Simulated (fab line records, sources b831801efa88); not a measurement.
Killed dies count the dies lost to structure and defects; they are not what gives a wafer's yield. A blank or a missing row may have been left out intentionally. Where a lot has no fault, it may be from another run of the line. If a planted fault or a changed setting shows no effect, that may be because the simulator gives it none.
fab line records	flow sky130	part 1 of 2: steps 1 to 30 of 31
[record] lots = 7	wafers = 19	lastDay = 49
route steps=708 shown LI_CONTACT@375 LOCAL_INTERCONNECT@387 PAD_OPEN@708
lots that met no fault: from a run of the same line without faults
startH: start of the lot's first displayed wafer, in hours after the record's first day	waitH: hours from the lot's prior step to this one	" as in the row above	L1.1+2: a single row standing in for several wafers	- value missing, or start not given	* or withheld: withheld	< > ~ a bound
route shown NAME@n: names a module that has steps shown in the file, with the first one's number in the route	usual: mean and standard deviation over wafers with no fault	same: alike in all rows	chamber/n: place in a boat	sites: each site's reading	_std_site: standard deviation across them	_edge_site: the outer-site mean with the inner-site mean subtracted	radiusMm: how far each site lies from the wafer's centre	mask NAME#n: copy n	behind: the most recent tool/chamber to have shaped the wafer	hold: the reason the lot was held/the length of the hold in hours/how it ended	device: names the non-switching transistor (n, p or np)	end of line: the tests these same wafers got at the end of their route	for a step that has no rows: nothing shown but its recipe	killed: the dies lost at the first sort to structure and to defects; this is not the yield of the wafer	map: the dies of a wafer, with x for killed, . for not killed, _ for no die there
set.NAME: setting as actually run; set.NAME@STEP: the setting as run at that earlier step	model.NAME: the simulator's own value behind a step, which no gauge read
lots at some steps of the route; a table a step, a row a wafer
services: the hour from which a tool's chamber was out of use, counted from the record's first day as startH (under 0 if before that day), plus the number of hours and why
[[steps]]
[step SKY_LI_CONTACT_OVL_MEAS_13]
[usual] LI_CONTACT_OVL = -5/4.7
lot.wafer	tool	chamber	startH	waitH	LI_CONTACT_OVL[nm]
L111.1	overlay-02	-	696.62	0.1	-4
L111.2	"	-	"	"	-5
L111.5	"	-	"	"	-1
L112.3	overlay-02	-	698.77	0.1	-4
L112.5	"	-	"	"	-6
L112.6	"	-	"	"	-3
L116.3	overlay-01	-	738.29	0.1	-7
L116.5	"	-	"	"	-6
L116.6	"	-	"	"	-1
L119.3	overlay-01	-	760.39	0.1	-11
L119.4	"	-	"	"	-8
L119.5	"	-	"	"	-11
L124.2	overlay-01	-	795.33	0.1	-6
L124.3	"	-	"	"	-10
L124.4	"	-	"	"	-10
L125.1	overlay-01	-	799.32	0.1	-10
L125.3	"	-	"	"	-7
L128.1	overlay-02	-	826.56	0.1	-3
L128.4	"	-	"	"	3
[step SKY_LI_CONTACT_ETCH_14]
[recipe] chemistry = N2/H2	target = BARC	ionEnergyEv = 200	sourceW = 500	biasW = 100	pressureMtorr = 30	n2FlowSccm = 100	h2FlowSccm = 200	stopOn = SiO2	timeS = 45.9	targetDepthA = 600
[usual] drypumpMotorCurrentA = 5.7/0.47	oesProductAu = 0.856/0.0052	throttleValvePct = 13.226/0.0087
lot.wafer	tool	chamber	startH	waitH	drypumpMotorCurrentA	oesProductAu	rfHoursCounterH	throttleValvePct
L111.1	rieDiel-04	3	696.66	0.0	6.1	0.850	2	13.216
L111.2	"	0	"	"	5.9	0.855	4	13.225
L111.5	"	2	"	"	5.2	0.852	-	13.218
L112.3	rieDiel-01	0	698.79	0.0	6.6	0.856	6	13.232
L112.5	"	1	"	"	5.3	0.852	-	13.225
L112.6	"	0	"	"	6.5	0.855	-	13.222
L116.3	rieDiel-04	2	738.31	0.0	5.3	0.856	30	13.237
L116.5	"	0	"	"	5.9	0.853	-	13.224
L116.6	"	3	"	"	6.0	0.851	-	13.224
L119.3	rieDiel-04	3	760.41	0.0	6.0	0.857	3	13.221
L119.4	"	0	"	"	5.9	0.858	6	13.228
L119.5	"	1	"	"	5.9	0.843	-	13.225
L124.2	rieDiel-01	0	795.36	0.0	6.5	0.855	8	13.229
L124.3	"	1	"	"	5.3	0.849	24	13.234
L124.4	"	3	"	"	5.8	0.856	1	13.212
L125.1	rieDiel-03	1	799.36	0.0	4.7	0.845	0	13.239
L125.3	"	2	"	"	5.9	0.862	22	13.211
L128.1	rieDiel-03	1	826.60	0.0	4.7	0.863	1	13.227
L128.4	"	1	"	"	4.8	0.860	-	13.225
[step SKY_LI_CONTACT_ETCH_15]
[recipe] target = PSG	chemistry = C4F8/O2/Ar	stopOn = Si	taperDeg = 4.15	maskMaterial = KrF-thick	sourceW = 1500	biasW = 1200	pressureMtorr = 40	c4f8FlowSccm = withheld	O2_flow_sccm = 6	Ar_flow_sccm = 300	timeS = withheld	targetDepthA = 6000
[usual] oesProductAu = 0.837/0.0047
lot.wafer	tool	chamber	startH	waitH	oesProductAu
L111.1	rieDiel-04	3	696.70	0.0	0.834
L111.2	"	0	"	"	0.829
L111.5	"	2	"	"	0.837
L112.3	rieDiel-01	0	698.83	0.0	0.842
L112.5	"	1	"	"	0.841
L112.6	"	0	"	"	0.837
L116.3	rieDiel-04	2	738.36	0.0	0.837
L116.5	"	0	"	"	0.840
L116.6	"	3	"	"	0.842
L119.3	rieDiel-04	3	760.46	0.0	0.832
L119.4	"	0	"	"	0.834
L119.5	"	1	"	"	0.836
L124.2	rieDiel-01	0	795.40	0.0	0.842
L124.3	"	1	"	"	0.840
L124.4	"	3	"	"	0.829
L125.1	rieDiel-03	1	799.40	0.0	0.839
L125.3	"	2	"	"	0.836
L128.1	rieDiel-03	1	826.64	0.0	0.838
L128.4	"	1	"	"	0.847
[step SKY_LI_CONTACT_STRIP_16]
[recipe] chemistry = O2/N2	powerW = 1400	pressureMtorr = 1500	platenTempC = withheld	o2FlowSccm = 3000	n2FlowSccm = 300	overashFraction = 0.5
[usual] drypumpMotorCurrentA = 5.6/0.51	o2FlowSccm = 2999/9.5	oesProductAu = 0.376/0.0046	stripTimeToEndpointS = 3.496/0.03
lot.wafer	tool	chamber	startH	waitH	drypumpMotorCurrentA	o2FlowSccm	oesProductAu	rfHoursCounterH	stripTimeToEndpointS
L111.1	plasmaAsher-02	0	696.79	-	6.0	3028	0.376	89	3.511
L111.2	"	1	"	"	4.8	3020	0.379	89	3.504
L111.5	"	1	"	"	4.8	3002	0.385	-	3.521
L112.3	plasmaAsher-03	1	698.95	-	5.3	2998	0.371	-	3.482
L112.5	"	0	"	"	6.1	2995	0.369	-	3.495
L112.6	"	1	"	"	5.4	2998	0.374	-	3.479
L116.3	plasmaAsher-01	1	738.47	-	6.0	2995	0.384	-	3.503
L116.5	"	0	"	"	5.2	3005	0.375	-	3.503
L116.6	"	1	"	"	6.0	3003	0.377	-	3.476
L119.3	plasmaAsher-01	0	760.57	-	5.2	3019	0.375	-	3.511
L119.4	"	1	"	"	6.0	2998	0.380	-	3.523
L119.5	"	1	"	"	6.0	2986	0.379	-	3.531
L124.2	plasmaAsher-01	1	795.49	-	6.0	2994	0.376	37	3.489
L124.3	"	1	"	"	6.1	2999	0.378	-	3.479
L124.4	"	0	"	"	5.2	2997	0.377	-	3.505
L125.1	plasmaAsher-02	0	799.49	-	6.0	2985	0.366	99	3.496
L125.3	"	1	"	"	4.8	2996	0.373	-	3.451
L128.1	plasmaAsher-01	0	826.72	-	5.2	2997	0.380	40	3.509
L128.4	"	0	"	"	5.2	3010	0.373	-	3.532
[step SKY_LI_CONTACT_CLEAN_17]
[recipe] chemistry = NMP	timeS = 600	tempC = 60	dry = n2Spin
[step SKY_LI_CONTACT_PRE_CLEAN_18]
[recipe] gas = Ar	timeS = 5.6	biasV = 358
[step SKY_LI_CONTACT_SPUTTER_19]
[recipe] material = Ti	targetThkNm = 20	chamberPressurePa = 5	powerW = 2500	substrateTempC = 200	timeS = 106.37
[usual] throttleValvePct = 29.4/1
lot.wafer	tool	chamber	startH	waitH	throttleValvePct
L111.1	pvdSputter-01	-	697.10	0.0	27.3
L111.2	"	-	"	"	30.9
L111.5	"	-	"	"	27.6
L112.3	pvdSputter-01	-	699.23	0.0	28.7
L112.5	"	-	"	"	29.1
L112.6	"	-	"	"	30.9
L116.3	pvdSputter-01	-	738.74	0.0	29.9
L116.5	"	-	"	"	27.2
L116.6	"	-	"	"	29.0
L119.3	pvdSputter-03	-	760.84	0.0	28.6
L119.4	"	-	"	"	30.1
L119.5	"	-	"	"	30.1
L124.2	pvdSputter-01	-	795.78	0.0	31.1
L124.3	"	-	"	"	27.6
L124.4	"	-	"	"	29.1
L125.1	pvdSputter-01	-	799.78	0.0	27.3
L125.3	"	-	"	"	30.1
L128.1	pvdSputter-04	-	827.02	0.0	28.8
L128.4	"	-	"	"	29.5
[step SKY_LI_CONTACT_SPUTTER_20]
[recipe] material = TiN	targetThkNm = 20	chamberPressurePa = 5	powerW = 4000	timeS = 80
[usual] throttleValvePct = 29.4/1.1
lot.wafer	tool	chamber	startH	waitH	throttleValvePct
L111.1	pvdSputter-01	-	697.17	0.0	27.8
L111.2	"	-	"	"	31.3
L111.5	"	-	"	"	27.5
L112.3	pvdSputter-01	-	699.31	0.0	29.1
L112.5	"	-	"	"	28.9
L112.6	"	-	"	"	31.1
L116.3	pvdSputter-01	-	738.81	0.0	29.8
L116.5	"	-	"	"	27.5
L116.6	"	-	"	"	29.2
L119.3	pvdSputter-03	-	760.91	0.0	28.2
L119.4	"	-	"	"	30.4
L119.5	"	-	"	"	30.3
L124.2	pvdSputter-01	-	795.86	0.0	31.2
L124.3	"	-	"	"	27.5
L124.4	"	-	"	"	29.3
L125.1	pvdSputter-01	-	799.86	0.0	27.4
L125.3	"	-	"	"	30.1
L128.1	pvdSputter-04	-	827.09	0.0	28.9
L128.4	"	-	"	"	29.6
[step SKY_LI_CONTACT_CVD_21]
[recipe] material = W	targetThkNm = 400	timeS = 120.56	tempC = 400	pressureTorr = 40
[step SKY_LI_CONTACT_RS_MEAS_22]
[recipe] thkMeasGauge = four-point-probe	reads = W_of_LI_CONTACT_CVD_21+TiN_of_LI_CONTACT_SPUTTER_20+Ti_of_LI_CONTACT_SPUTTER_19
[usual] LI_CONTACT_W_RS = 0.289/0.0032
lot.wafer	tool	chamber	startH	waitH	LI_CONTACT_W_RS[ohm/sq]
L111.1	filmMetro-02	-	697.36	0.1	0.289
L111.2	"	-	"	"	0.293
L111.5	"	-	"	"	0.292
L112.3	filmMetro-03	-	699.53	0.1	0.292
L112.5	"	-	"	"	0.293
L112.6	"	-	"	"	0.291
L116.3	filmMetro-04	-	739.04	0.1	0.289
L116.5	"	-	"	"	0.289
L116.6	"	-	"	"	0.288
L119.3	filmMetro-02	-	761.14	0.1	0.288
L119.4	"	-	"	"	0.294
L119.5	"	-	"	"	0.290
L124.2	filmMetro-04	-	796.06	0.1	0.288
L124.3	"	-	"	"	0.285
L124.4	"	-	"	"	0.286
L125.1	filmMetro-02	-	800.04	0.1	0.285
L125.3	"	-	"	"	0.284
L128.1	filmMetro-04	-	827.28	0.1	0.286
L128.4	"	-	"	"	0.288
[step SKY_LI_CONTACT_THK_MEAS_23]
[recipe] thkMeasGauge = xrf	reads = W_of_LI_CONTACT_CVD_21
[usual] LI_CONTACT_W_THK = 399/5.8
lot.wafer	tool	chamber	startH	waitH	LI_CONTACT_W_THK[nm]
L111.1	filmMetro-02	-	697.48	0.1	400
L111.2	"	-	"	"	396
L111.5	"	-	"	"	401
L112.3	filmMetro-03	-	699.63	0.1	395
L112.5	"	-	"	"	391
L112.6	"	-	"	"	398
L116.3	filmMetro-04	-	739.14	0.1	394
L116.5	"	-	"	"	388
L116.6	"	-	"	"	394
L119.3	filmMetro-02	-	761.24	0.1	408
L119.4	"	-	"	"	400
L119.5	"	-	"	"	405
L124.2	filmMetro-04	-	796.17	0.1	401
L124.3	"	-	"	"	402
L124.4	"	-	"	"	399
L125.1	filmMetro-02	-	800.16	0.1	409
L125.3	"	-	"	"	412
L128.1	filmMetro-04	-	827.40	0.1	398
L128.4	"	-	"	"	396
[step SKY_LI_CONTACT_CMP_24]
[recipe] stopOn = PSG	tOverpolishS = 20	downForcePsi = 3.5	platenRpm = 60	targetThkNm = 0	padVelocityMS = 0.94248
[step SKY_LOCAL_INTERCONNECT_SPUTTER_00]
[recipe] material = TiN	targetThkNm = 100	tempC = 300	powerW = 6500	timeS = 83.3	chamberPressurePa = 0.4
[usual] throttleValvePct = 29.9/0.92
lot.wafer	tool	chamber	startH	waitH	throttleValvePct	model.TiN_of_LOCAL_INTERCONNECT_SPUTTER_00.thkNm
L111.1	pvdSputter-04	-	697.84	0.2	28.6	100.9
L111.2	"	-	"	"	30.7	101
L111.5	"	-	"	"	29.3	100.7
L112.3	pvdSputter-02	-	699.97	0.2	30.8	99.25
L112.5	"	-	"	"	30.7	99.23
L112.6	"	-	"	"	31.1	100
L116.3	pvdSputter-02	-	739.48	0.1	29.1	98.58
L116.5	"	-	"	"	29.7	98.77
L116.6	"	-	"	"	29.0	98.26
L119.3	pvdSputter-02	-	761.58	0.2	29.1	100.5
L119.4	"	-	"	"	29.7	101.3
L119.5	"	-	"	"	29.1	100.4
L124.2	pvdSputter-02	-	796.52	0.1	30.8	98.28
L124.3	"	-	"	"	29.1	81.51
L124.4	"	-	"	"	30.9	98.83
L125.1	pvdSputter-02	-	800.52	0.2	31.2	84.04
L125.3	"	-	"	"	30.7	83.8
L128.1	pvdSputter-02	-	827.76	0.1	29.7	84.54
L128.4	"	-	"	"	30.8	100.7
[step SKY_LOCAL_INTERCONNECT_RS_MEAS_01]
[recipe] thkMeasGauge = four-point-probe	reads = TiN_of_LOCAL_INTERCONNECT_SPUTTER_00
[usual] LOCAL_INTERCONNECT_TIN_RS = 14.16/0.14
lot.wafer	tool	chamber	startH	waitH	LOCAL_INTERCONNECT_TIN_RS[ohm/sq]
L111.1	filmMetro-02	-	697.90	0.0	14.00
L111.2	"	-	"	"	14.01
L111.5	"	-	"	"	14.07
L112.3	filmMetro-03	-	700.08	0.1	14.29
L112.5	"	-	"	"	14.26
L112.6	"	-	"	"	14.15
L116.3	filmMetro-03	-	739.58	0.1	14.36
L116.5	"	-	"	"	14.35
L116.6	"	-	"	"	14.43
L119.3	filmMetro-01	-	761.68	0.1	14.06
L119.4	"	-	"	"	13.95
L119.5	"	-	"	"	14.05
L124.2	filmMetro-03	-	796.61	0.1	14.40
L124.3	"	-	"	"	17.57
L124.4	"	-	"	"	14.34
L125.1	filmMetro-03	-	800.59	0.0	16.98
L125.3	"	-	"	"	17.06
L128.1	filmMetro-01	-	827.82	0.0	16.81
L128.4	"	-	"	"	14.04
[step SKY_LOCAL_INTERCONNECT_THK_MEAS_02]
[recipe] thkMeasGauge = xrf	reads = TiN_of_LOCAL_INTERCONNECT_SPUTTER_00
[usual] LOCAL_INTERCONNECT_TIN_THK = 100.6/0.98
lot.wafer	tool	chamber	startH	waitH	LOCAL_INTERCONNECT_TIN_THK[nm]
L111.1	filmMetro-02	-	698.02	0.1	102.0
L111.2	"	-	"	"	101.7
L111.5	"	-	"	"	101.3
L112.3	filmMetro-03	-	700.18	0.1	100.3
L112.5	"	-	"	"	100.5
L112.6	"	-	"	"	101.2
L116.3	filmMetro-03	-	739.68	0.1	99.7
L116.5	"	-	"	"	99.4
L116.6	"	-	"	"	99.0
L119.3	filmMetro-01	-	761.78	0.1	101.0
L119.4	"	-	"	"	101.8
L119.5	"	-	"	"	100.8
L124.2	filmMetro-03	-	796.72	0.1	99.5
L124.3	"	-	"	"	82.2
L124.4	"	-	"	"	99.5
L125.1	filmMetro-03	-	800.71	0.1	85.1
L125.3	"	-	"	"	85.1
L128.1	filmMetro-01	-	827.94	0.1	84.9
L128.4	"	-	"	"	101.3
[step SKY_LOCAL_INTERCONNECT_DEHYDRATE_03]
[recipe] tempC = 200	timeS = 60
[step SKY_LOCAL_INTERCONNECT_HMDS_04]
[recipe] primeTimeS = 60	primeTempC = 120
[step SKY_LOCAL_INTERCONNECT_COAT_05]
[recipe] resist = BARC	tempC = withheld	timeS = withheld	spinRpm = 3000	resistThkNm = 60
[step SKY_LOCAL_INTERCONNECT_COAT_06]
[recipe] resist = KrF-thick	spinRpm = 3000	resistThkNm = 450
[step SKY_LOCAL_INTERCONNECT_SOFTBAKE_07]
[recipe] tempC = 100	timeS = 90	resist = KrF-thick
[step SKY_LOCAL_INTERCONNECT_EXPOSE_08]
[recipe] maskId = LI1M	na = 0.8	sourceShape = annular	sigmaInner = 0.55	sigmaOuter = 0.85	targetCdNm = 170	doseMj = 28
[step SKY_LOCAL_INTERCONNECT_PEB_09]
[recipe] pebTempC = withheld	pebTimeS = withheld	resist = KrF-thick
[step SKY_LOCAL_INTERCONNECT_DEVELOP_10]
[recipe] developTimeS = 60	resist = KrF-thick	devTempC = 21
[step SKY_LOCAL_INTERCONNECT_CD_MEAS_11]
[recipe] targetCdNm = 170
[usual] cdNm = 170.2/1.5
lot.wafer	tool	chamber	startH	waitH	cdNm
L111.1	cdSem-01	-	726.55	-	172.9
L111.2	"	-	"	"	172.3
L111.5	"	-	"	"	173.3
L112.3	cdSem-02	-	728.05	-	169.7
L112.5	"	-	"	"	170.3
L112.6	"	-	"	"	172.9
L116.3	cdSem-01	-	766.84	-	172.0
L116.5	"	-	"	"	171.4
L116.6	"	-	"	"	171.7
L119.3	cdSem-02	-	787.80	-	171.4
L119.4	"	-	"	"	172.2
L119.5	"	-	"	"	171.4
L124.2	cdSem-01	-	823.47	-	170.8
L124.3	"	-	"	"	170.7
L124.4	"	-	"	"	167.5
L125.1	cdSem-01	-	827.76	-	169.1
L125.3	"	-	"	"	170.9
L128.1	cdSem-02	-	854.26	-	168.5
L128.4	"	-	"	"	171.0
[step SKY_LOCAL_INTERCONNECT_OVL_MEAS_12]
[usual] LOCAL_INTERCONNECT_OVL = -3/5.9
lot.wafer	tool	chamber	startH	waitH	LOCAL_INTERCONNECT_OVL[nm]
L111.1	overlay-01	-	726.67	0.1	4
L111.2	"	-	"	"	-1
L111.5	"	-	"	"	-4
L112.3	overlay-02	-	728.15	0.1	-4
L112.5	"	-	"	"	-8
L112.6	"	-	"	"	-5
L116.3	overlay-01	-	766.93	0.1	-6
L116.5	"	-	"	"	-9
L116.6	"	-	"	"	-10
L119.3	overlay-01	-	787.89	0.1	3
L119.4	"	-	"	"	8
L119.5	"	-	"	"	3
L124.2	overlay-01	-	823.58	0.1	-3
L124.3	"	-	"	"	-6
L124.4	"	-	"	"	-7
L125.1	overlay-02	-	827.88	0.1	-6
L125.3	"	-	"	"	-6
L128.1	overlay-01	-	854.38	0.1	-1
L128.4	"	-	"	"	-1
[step SKY_LOCAL_INTERCONNECT_ETCH_13]
[recipe] chemistry = N2/H2	target = BARC	ionEnergyEv = 200	biasW = 100	pressureMtorr = 30	n2FlowSccm = 100	h2FlowSccm = 200	icpW = 500	stopOn = SiO2	timeS = 45.9	targetDepthA = 600
[step SKY_LOCAL_INTERCONNECT_METAL_ETCH_14]
[recipe] targetDepthNm = 110	stopOn = PSG	chemistry = Cl2/BCl3	target = TiN	resistSidewallDeg = 88	pressureMtorr = 10	icpW = 900	biasW = 48.5	Cl2_flow_sccm = 60	bcl3FlowSccm = 30	timeS = 31.4
[usual] drypumpMotorCurrentA = 6.3/0.35	oesProductAu = 0.942/0.0068	throttleValvePct = 21.901/0.01
lot.wafer	tool	chamber	startH	waitH	drypumpMotorCurrentA	oesProductAu	rfHoursCounterH	throttleValvePct
L111.1	rieMetal-03	1	726.77	0.0	5.7	0.954	14	21.885
L111.2	"	0	"	"	6.1	0.947	7	21.892
L111.5	"	0	"	"	6.1	0.938	-	21.896
L112.3	rieMetal-04	1	728.25	0.0	6.6	0.939	-	21.917
L112.5	"	0	"	"	6.1	0.944	-	21.906
L112.6	"	1	"	"	6.6	0.942	-	21.911
L116.3	rieMetal-04	1	767.12	0.1	6.6	0.932	-	21.910
L116.5	"	1	"	"	6.6	0.931	-	21.902
L116.6	"	1	"	"	6.6	0.930	-	21.902
L119.3	rieMetal-03	0	788.08	0.1	6.1	0.948	-	21.903
L119.4	"	0	"	"	6.1	0.942	-	21.909
L119.5	"	0	"	"	6.1	0.941	-	21.893
L124.2	rieMetal-04	0	823.67	0.0	6.1	0.928	2	21.910
L124.3	"	1	"	"	6.6	0.842	-	21.967
L124.4	"	0	"	"	6.0	0.930	-	21.901
L125.1	rieMetal-01	1	827.98	0.0	6.7	0.850	8	21.943
L125.3	"	0	"	"	5.9	0.851	-	21.978
L128.1	rieMetal-01	0	854.48	0.0	5.9	0.853	2	21.977
L128.4	"	0	"	"	5.9	0.947	-	21.877
[step SKY_LOCAL_INTERCONNECT_STRIP_15]
[recipe] chemistry = O2/N2	powerW = 1400	pressureMtorr = 1500	platenTempC = withheld	o2FlowSccm = 3000	n2FlowSccm = 300	overashFraction = 0.5
[step SKY_LOCAL_INTERCONNECT_STRIP_16]
[recipe] chemistry = postEtchResidueRemover	timeS = 1200	tempC = 72.5
lot.wafer	tool	chamber	startH	waitH	model.TiN_of_LOCAL_INTERCONNECT_SPUTTER_00.thkNm
L111.1	wetBench-04	2	726.92	0.1	100.5
L111.2	"	2	"	"	100.6
L111.5	"	2	"	"	100.3
L112.3	wetBench-01	2	728.38	0.0	98.83
L112.5	"	2	"	"	98.81
L112.6	"	2	"	"	99.6
L116.3	wetBench-01	1	767.29	0.0	98.17
L116.5	"	1	"	"	98.36
L116.6	"	1	"	"	97.85
L119.3	wetBench-01	1	788.25	0.0	100.1
L119.4	"	1	"	"	100.9
L119.5	"	1	"	"	100
L124.2	wetBench-01	2	823.82	0.1	97.86
L124.3	"	2	"	"	81.1
L124.4	"	2	"	"	98.41
L125.1	wetBench-01	3	828.13	0.1	83.62
L125.3	"	3	"	"	83.39
L128.1	wetBench-03	3	854.63	0.1	84.12
L128.4	"	3	"	"	100.3
[step SKY_LOCAL_INTERCONNECT_CLEAN_17]
[recipe] chemistry = IPA	timeS = 180	tempC = 25
[[key]]
[firstSign] step = SKY_LOCAL_INTERCONNECT_RS_MEAS_01	reading = LOCAL_INTERCONNECT_TIN_RS	direction = up	sigmas = 20	usual = 14.16	struck = 17.10
[effect] step = SKY_LOCAL_INTERCONNECT_THK_MEAS_02	reading = LOCAL_INTERCONNECT_TIN_THK	direction = down	sigmas = 17	usual = 100.6	struck = 84.3
[effect] step = SKY_LOCAL_INTERCONNECT_METAL_ETCH_14	reading = oesProductAu	direction = down	sigmas = 14	usual = 0.942	struck = 0.849
[modelEffect] step = SKY_LOCAL_INTERCONNECT_SPUTTER_00	value = TiN_of_LOCAL_INTERCONNECT_SPUTTER_00.thkNm	without = 99.54	struck = 83.47
[modelEffect] step = SKY_LOCAL_INTERCONNECT_STRIP_16	value = TiN_of_LOCAL_INTERCONNECT_SPUTTER_00.thkNm	without = 99.12	struck = 83.06
[modelEffect] step = SKY_PAD_OPEN_PROBE_99	value = etest.resLi.lineOhmUm	without = 75.8	struck = 90.4
metAt SKY_LOCAL_INTERCONNECT_SPUTTER_00
struckWafers L124.3,L125.1,L125.3,L128.1
testerLeftOut L124,L125,L128
onsetBetween 761.58 796.52
[fault] kind = processParameterDrift	tool = pvdSputter-02	chamber = -	onsetH = 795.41	steps = SKY_LOCAL_INTERCONNECT_SPUTTER_00	channel = timeS	offset = *	shape = step	endH = 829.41	scope = struckWafersOnly	actsIn = *	stated = *
// testerLeftOut: of these lots the tester's yield and bins aren't shown, on N5 and GAA mostly nor the transistor test; their killed dies are dies lost to structure and defects alone, not to doping, threshold or leakage, so they don't give the yield
